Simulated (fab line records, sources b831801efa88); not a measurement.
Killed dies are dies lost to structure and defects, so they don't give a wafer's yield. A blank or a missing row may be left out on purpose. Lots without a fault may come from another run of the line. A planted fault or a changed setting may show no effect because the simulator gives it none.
Split-lot experiment | flow gf180mcu | 5 lots, 23 wafers read, on a route of 602 steps

THE SPLIT
At GF_V3_PEB_12 (peb time 90 s), the setting peb_time_s was moved away from the recipe's 90 s on 5 of the 23 wafers read, by -14.8% to -14.5%. The other wafers ran this setting at the recipe's value.

FROM THE SPLIT TO THE READING: what the file shows between them, 1 step
- GF_V3_DEVELOP_13: develop time 60 s

THE READING
cd_nm, in nm, at GF_V3_CD_MEAS_14 (target cd 260 nm). Fault-free wafers of this fab line usually give 259.7 nm, standard deviation 1.1 nm.

wafer  | tool, chamber at the split | peb_time_s as run, s | against the recipe | cd_nm, nm | against lot-mates on the recipe
L074.1 | litho_track-02, 0          | 76.67                | -14.8%             | 256.0     | -3.4
L074.2 | litho_track-02, 0          | 90                   | recipe             | 260.2     | -
L074.3 | litho_track-02, 0          | 76.67                | -14.8%             | 255.9     | -3.5
L074.5 | litho_track-02, 0          | 76.67                | -14.8%             | 255.5     | -3.9
L074.6 | litho_track-02, 0          | 90                   | recipe             | 258.5     | -
L075.1 | litho_track-04, 0          | 90                   | recipe             | 259.8     | -
L075.2 | litho_track-04, 0          | 90                   | recipe             | 260.3     | -
L075.3 | litho_track-04, 0          | 90                   | recipe             | 260.5     | -
L075.5 | litho_track-04, 0          | 90                   | recipe             | 260.4     | -
L075.6 | litho_track-04, 0          | 90                   | recipe             | 260.1     | -
L076.1 | litho_track-01, 0          | 76.91                | -14.5%             | 254.8     | -3.9
L076.3 | litho_track-01, 0          | 90                   | recipe             | 258.0     | -
L076.4 | litho_track-01, 0          | 76.91                | -14.5%             | 255.6     | -3.1
L076.5 | litho_track-01, 0          | 90                   | recipe             | 259.2     | -
L076.6 | litho_track-01, 0          | 90                   | recipe             | 258.8     | -
L081.1 | litho_track-01, 0          | 90                   | recipe             | 260.7     | -
L081.2 | litho_track-01, 0          | 90                   | recipe             | 261.1     | -
L081.3 | litho_track-01, 0          | 90                   | recipe             | 260.0     | -
L081.4 | litho_track-01, 0          | 90                   | recipe             | 259.3     | -
L081.6 | litho_track-01, 0          | 90                   | recipe             | 261.4     | -
L084.1 | litho_track-04, 0          | 90                   | recipe             | 260.2     | -
L084.3 | litho_track-04, 0          | 90                   | recipe             | 261.2     | -
L084.4 | litho_track-04, 0          | 90                   | recipe             | 262.6     | -

THE FIT
A straight line over all 23 wafers: cd_nm changes by +0.31 nm for each +1% of peb_time_s; r = +0.89; the points scatter about the line by 1 nm.
The same after taking each lot's own level away (the mean of its wafers on the recipe; 23 wafers): +0.239 nm for each +1%; r = +0.92; scatter 0.65 nm.
On that fit, the largest move of peb_time_s shifts the reading by 3.5 nm.
The lots' own levels span 258.67 to 261.33 nm, that is 2.4 times the standard deviation above.
So the lot-to-lot level changes the slope: the two fits differ.
Check: with one of the wafers moved furthest among these (-14.8%) left out of the fit, the line predicts -3.59 nm for it against its lot-mates. It came out at -3.35 nm against them.

OTHER SPLITS ON THESE WAFERS
These wafers also went through other splits before the reading. Each is held against what the fit with the lots' levels taken away leaves over:
other split on the same wafers       | wafers away from the commonest value | r with cd_nm (lot level and that fit taken away)
GF_M2_COAT_09 resist_thk_nm          | 10                                   | -0.13
GF_M2_PEB_12 peb_temp_c              | 5                                    | -0.28
GF_V2_CVD_00 sih4_flow_sccm          | 9                                    | +0.00
GF_V2_COAT_09 resist_thk_nm          | 6                                    | -0.11
GF_V2_SPUTTER_22 chamber_pressure_pa | 15                                   | +0.00
GF_M3_PEB_12 peb_temp_c              | 9                                    | -0.07
GF_V3_CVD_02 time_s                  | 10                                   | +0.35

THE FILE'S OWN FIT
cd_nm changes by +0.238 nm for each +1% of peb_time_s, r = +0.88.
